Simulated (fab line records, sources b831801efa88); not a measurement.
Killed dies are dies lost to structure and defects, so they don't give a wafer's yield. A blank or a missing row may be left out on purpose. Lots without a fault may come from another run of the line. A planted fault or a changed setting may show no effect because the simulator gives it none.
Which tool did it? | flow gf180mcu | 14 lots, 42 wafers sampled, at 4 steps of a route of 602

WHAT THE GAUGES READ, wafer by wafer
GF_NSD_TW_MEAS_12.
lot  | measured     | on            | NSD_TW
L151 | day 14 03:49 | film_metro-01 | 4266 4262 4245
L154 | day 15 03:04 | film_metro-03 | 4226 4254 4254
L155 | day 15 12:19 | film_metro-02 | 4209 4262 4215
L156 | day 15 21:02 | film_metro-02 | 4260 4247 4257
L162 | day 17 18:16 | film_metro-01 | 4254 4270 4250
L164 | day 18 11:54 | film_metro-02 | 4261 4250 4237
L165 | day 18 18:26 | film_metro-02 | 4251 4234 4244
L166 | day 19 07:09 | film_metro-03 | 4228 4216 4217
L167 | day 19 15:08 | film_metro-03 | 4213 4226 4220
L168 | day 19 21:55 | film_metro-01 | 4287 4255 4238
L169 | day 20 08:27 | film_metro-02 | 4259 4250 4258
L170 | day 20 17:23 | film_metro-02 | 4231 4233 4244
L171 | day 20 23:24 | film_metro-01 | 4268 4252 4240
L172 | day 21 03:20 | film_metro-02 | 4229 4226 4235

GF_CONTACT_BOW_MEAS_05.
lot  | measured     | on            | CONTACT_BOW (um)
L151 | day 16 00:02 | film_metro-01 | 54 61 63
L154 | day 17 01:32 | film_metro-04 | 69 71 61
L155 | day 17 10:14 | film_metro-01 | 77 65 59
L156 | day 17 21:41 | film_metro-01 | 64 61 74
L162 | day 19 20:19 | film_metro-01 | 58 65 78
L164 | day 20 13:44 | film_metro-03 | 57 73 65
L165 | day 20 21:37 | film_metro-01 | 56 61 72
L166 | day 21 09:20 | film_metro-03 | 64 74 69
L167 | day 21 17:14 | film_metro-01 | 59 69 79
L168 | day 22 00:45 | film_metro-01 | 68 66 67
L169 | day 22 10:59 | film_metro-03 | 70 61 69
L170 | day 22 18:31 | film_metro-03 | 59 67 67
L171 | day 23 00:59 | film_metro-01 | 57 62 63
L172 | day 23 05:29 | film_metro-03 | 74 64 66

WHICH TOOL RAN EACH LOT (tool, then ch and the chambers of the sampled wafers, then the start)
lot  | GF_SALICIDE_RTA_06               | GF_CONTACT_CMP_04
L151 | rtp_anneal-01 ch 0, day 15 23:11 | cmp-01 ch 1,3, day 15 23:46
L154 | rtp_anneal-01 ch 0, day 17 00:41 | cmp-01 ch 0,3, day 17 01:14
L155 | rtp_anneal-01 ch 0, day 17 09:25 | cmp-01 ch 1,2,3, day 17 09:55
L156 | rtp_anneal-01 ch 0, day 17 20:50 | cmp-01 ch 1,2, day 17 21:21
L162 | rtp_anneal-02 ch 0, day 19 19:28 | cmp-01 ch 1,2,3, day 19 20:04
L164 | rtp_anneal-02 ch 0, day 20 12:55 | cmp-02 ch 0,3, day 20 13:29
L165 | rtp_anneal-01 ch 0, day 20 20:46 | cmp-01 ch 0,1,2, day 20 21:19
L166 | rtp_anneal-01 ch 0, day 21 08:31 | cmp-02 ch 0,2,3, day 21 09:02
L167 | rtp_anneal-01 ch 0, day 21 16:25 | cmp-02 ch 0,1,3, day 21 16:56
L168 | rtp_anneal-02 ch 0, day 21 23:55 | cmp-02 ch 0,1,2, day 22 00:32
L169 | rtp_anneal-01 ch 0, day 22 10:10 | cmp-01 ch 1,2, day 22 10:44
L170 | rtp_anneal-02 ch 0, day 22 17:29 | cmp-01 ch 0,1, day 22 18:08
L171 | rtp_anneal-01 ch 0, day 23 00:09 | cmp-02 ch 0,1,2, day 23 00:49
L172 | rtp_anneal-02 ch 0, day 23 04:40 | cmp-02 ch 0,1,2, day 23 05:11
- GF_SALICIDE_RTA_06: time 30 s.
- GF_CONTACT_CMP_04: polishes SiO2.

WHAT THE TOOLS THEMSELVES READ (means of the sampled wafers that have a number; where no wafer has one, the mark that the record gives instead)
GF_SALICIDE_RTA_06.
lot  | tool          | chamber_o2_ppm | lamp_power_pct (%) | wafer_temp_C_max
L151 | rtp_anneal-01 | 1.983          | 5.50               | 531.4
L154 | rtp_anneal-01 | 1502.000       | 5.49               | 531.6
L155 | rtp_anneal-01 | 1501.967       | 5.50               | 531.3
L156 | rtp_anneal-01 | 1502.033       | 5.48               | 531.4
L162 | rtp_anneal-02 | 2.001          | 5.09               | 532.5
L164 | rtp_anneal-02 | 1.985          | 5.09               | 532.6
L165 | rtp_anneal-01 | 2.001          | 5.49               | 531.5
L166 | rtp_anneal-01 | 2.002          | 5.49               | 531.4
L167 | rtp_anneal-01 | 2.003          | 5.49               | 531.1
L168 | rtp_anneal-02 | 1.996          | 5.08               | 532.3
L169 | rtp_anneal-01 | 1.974          | 5.49               | 531.3
L170 | rtp_anneal-02 | 2.027          | 5.09               | 533.3
L171 | rtp_anneal-01 | 1.983          | 5.50               | 531.2
L172 | rtp_anneal-02 | 2.012          | 5.09               | 532.5

GF_CONTACT_CMP_04.
lot  | tool   | edge_zone_pressure_frac | motor_current_A (A) | slurry_flow_ml_min | time_to_endpoint_s (s)
L151 | cmp-01 | 0.999                   | 11.3                | 150.1              | 110
L154 | cmp-01 | 1.001                   | 11.4                | 150.2              | 107
L155 | cmp-01 | 1.000                   | 11.9                | 150.0              | 108
L156 | cmp-01 | 0.997                   | 13.0                | 150.6              | 108
L162 | cmp-01 | 0.999                   | 11.8                | 150.0              | 108
L164 | cmp-02 | 0.994                   | 11.7                | 149.6              | 107
L165 | cmp-01 | 1.001                   | 12.5                | 149.7              | 108
L166 | cmp-02 | 1.004                   | 11.2                | 149.5              | 104
L167 | cmp-02 | 0.996                   | 11.6                | 149.8              | 99
L168 | cmp-02 | 0.998                   | 11.1                | 150.1              | 106
L169 | cmp-01 | 1.004                   | 13.2                | 150.4              | 114
L170 | cmp-01 | 1.002                   | 11.8                | 150.0              | 111
L171 | cmp-02 | 0.998                   | 11.3                | 150.4              | 103
L172 | cmp-02 | 1.001                   | 11.5                | 150.2              | 100

THE ANSWER, worked out from the rows above alone
Rule: what is usual is taken from the lots themselves. Put in order of their means at a reading, lots are off if they are a third of the lots or fewer, leave a main group of 4 or more, and stand apart from it by a gap of 3 or more times the standard deviation of the main group's means; of several such gaps the widest counts. A main group whose means are all the same, to the digits that the tables above print for the reading, isn't used. A lot without any number at a reading at which 4 lots or more have one is off too. The other lots that the step has rows for count as sound. The gauges are gone through in route order, then the tools' own readings, and for those a lot's mean is taken as printed above. The first step at which some lot is off is used, and at that step the reading that is off furthest; a lot without a number counts as furthest.
Off: L154, L155, L156, at GF_SALICIDE_RTA_06 (chamber_o2_ppm). The main group: mean 1.997, standard deviation 0.014.
A tool fits if, at that step or a process step before it, it ran every lot that is off, and no sound lot after the first of them. None of those tried fits.

WHAT THE SIMULATOR HAD PUT IN
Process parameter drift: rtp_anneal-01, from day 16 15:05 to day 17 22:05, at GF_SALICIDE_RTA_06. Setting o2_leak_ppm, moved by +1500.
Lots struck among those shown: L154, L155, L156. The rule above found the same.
